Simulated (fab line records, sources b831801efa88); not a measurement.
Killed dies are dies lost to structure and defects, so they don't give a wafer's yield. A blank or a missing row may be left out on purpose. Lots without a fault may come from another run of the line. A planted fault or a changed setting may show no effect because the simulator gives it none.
Which tool did it? | flow gf180mcu | 7 lots, 21 wafers sampled, at 2 steps of a route of 602

WHAT THE GAUGES READ, wafer by wafer
GF_HV_LDD_OVL_MEAS_08.
lot  | measured     | on         | HV_LDD_OVL (nm)
L638 | day 10 13:13 | overlay-01 | 0.8 2.1 2.9
L641 | day 11 14:41 | overlay-02 | 2.2 0.9 -0.1
L643 | day 12 03:38 | overlay-02 | -0.6 -0.7 1.2
L655 | day 15 22:29 | overlay-01 | 3.2 2.5 1.5
L657 | day 16 14:02 | overlay-02 | 2.4 2.9 1.1
L659 | day 17 07:58 | overlay-02 | -1.0 1.0 -0.2

WHICH TOOL RAN EACH LOT (tool, then ch and the chambers of the sampled wafers, then the start)
lot  | GF_POLY_GATE_STRIP_14
L638 | plasma_asher-04 ch 0,1, day 9 18:23
L641 | plasma_asher-01 ch 0,1, day 10 17:25
L643 | plasma_asher-01 ch 0,1, day 11 05:46
L650 | plasma_asher-04 ch 0,1, day 13 09:04
L655 | plasma_asher-03 ch 0,1, day 14 23:07
L657 | plasma_asher-03 ch 0,1, day 15 14:54
L659 | plasma_asher-03 ch 0,1, day 16 07:35
- GF_POLY_GATE_STRIP_14: strips in O2/N2.

THE ANSWER, worked out from the rows above alone
Rule: what is usual is taken from the lots themselves. Put in order of their means at a reading, lots are off if they are a third of the lots or fewer, leave a main group of 4 or more, and stand apart from it by a gap of 3 or more times the standard deviation of the main group's means; of several such gaps the widest counts. A main group whose means are all the same, to the digits that the tables above print for the reading, isn't used. A lot without any number at a reading at which 4 lots or more have one is off too. The other lots that the step has rows for count as sound.
No lot is off at any reading shown: from this, nothing can be told.

WHAT THE SIMULATOR HAD PUT IN
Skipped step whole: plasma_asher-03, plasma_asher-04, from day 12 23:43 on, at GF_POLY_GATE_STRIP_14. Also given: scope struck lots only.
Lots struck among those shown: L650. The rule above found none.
